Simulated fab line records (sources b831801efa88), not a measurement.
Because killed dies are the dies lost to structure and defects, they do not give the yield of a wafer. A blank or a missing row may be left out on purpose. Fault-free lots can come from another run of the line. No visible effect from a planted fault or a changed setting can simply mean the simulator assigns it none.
Matching of chambers + flow sky130 + SKY_CONTACT_CMP_04 on cmp-01 has 4 sister chambers
The step polishes SiO2. 15 wafers are shown with their chamber, then 7 later ones without.

## WAFERS WITH THEIR CHAMBER
| wafer  | chamber | motor current A (A) | time to endpoint s (s) | retaining ring pressure frac |
|--------|---------|---------------------|------------------------|------------------------------|
| L884.1 | 2       | 13.7                | 95                     | 1.006                        |
| L884.3 | 1       | 10.9                | 79                     | 0.991                        |
| L884.5 | 1       | 10.6                | 86                     | 0.996                        |
| L886.2 | 3       | 11.7                | 82                     | 1.001                        |
| L886.4 | 0       | 12.6                | 90                     | 1.004                        |
| L886.5 | 2       | 13.8                | 94                     | 0.993                        |
| L892.3 | 1       | 11.3                | 80                     | 1.001                        |
| L891.2 | 0       | 13.5                | 105                    | 1.007                        |
| L891.6 | 1       | 10.9                | 81                     | 1.002                        |
| L896.6 | 1       | 10.8                | 77                     | 0.998                        |
| L898.2 | 0       | 12.9                | 82                     | 0.997                        |
| L898.4 | 1       | 10.7                | 77                     | 0.998                        |
| L898.5 | 2       | 13.7                | 85                     | 1.003                        |
| L899.3 | 3       | 12.0                | 83                     | 0.999                        |
| L899.4 | 2       | 13.5                | 89                     | 1.000                        |

SIGNATURES (averages over the wafers above)
| reading                      | chamber 0 | chamber 1 | chamber 2 | chamber 3 | scatter within a chamber |
|------------------------------|-----------|-----------|-----------|-----------|--------------------------|
| motor current A              | 13.000    | 10.867    | 13.675    | 11.850    | 0.271                    |
| time to endpoint s           | 92.33     | 80.00     | 90.75     | 82.50     | 5.98                     |
| retaining ring pressure frac | 1.00267   | 0.99767   | 1.00050   | 1.00000   | 0.00452                  |
Rule: distance of a wafer from a chamber = root of the sum over the readings of ((wafer's reading minus chamber's mean) / reading's scatter) squared. If the next closest chamber is less than 2 further off than the closest, the wafer can't be placed; otherwise it belongs to the closest. The scatter: the root of (the sum of the squares of (reading less its chamber's mean) over the shown wafers, divided by (wafers less chambers)).

## WAFERS WHOSE CHAMBER IS MISSING
| wafer  | motor current A (A) | time to endpoint s (s) | retaining ring pressure frac |
|--------|---------------------|------------------------|------------------------------|
| L899.5 | 11.0                | 81                     | 0.999                        |
| L902.1 | 14.0                | 89                     | 1.005                        |
| L902.2 | 12.0                | 82                     | 1.002                        |
| L902.4 | 13.5                | 83                     | 0.994                        |
| L906.1 | 13.6                | 86                     | 0.993                        |
| L906.2 | 12.6                | 82                     | 0.997                        |
| L906.4 | 10.9                | 72                     | 0.995                        |

## EACH ONE'S CHAMBER
| wafer  | from the rows above          | in truth |
|--------|------------------------------|----------|
| L899.5 | 1                            | 1        |
| L902.1 | 2                            | 2        |
| L902.2 | 3                            | 3        |
| L902.4 | can't be placed: 2 or 0      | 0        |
| L906.1 | can't be placed: 2 or 0      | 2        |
| L906.2 | can't be placed: 0 or 3 or 2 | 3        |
| L906.4 | 1                            | 1        |
4 of 7 placed correctly. Not placeable from these rows: 3 (in 3, the candidates include the true chamber). 0 placed wrongly.
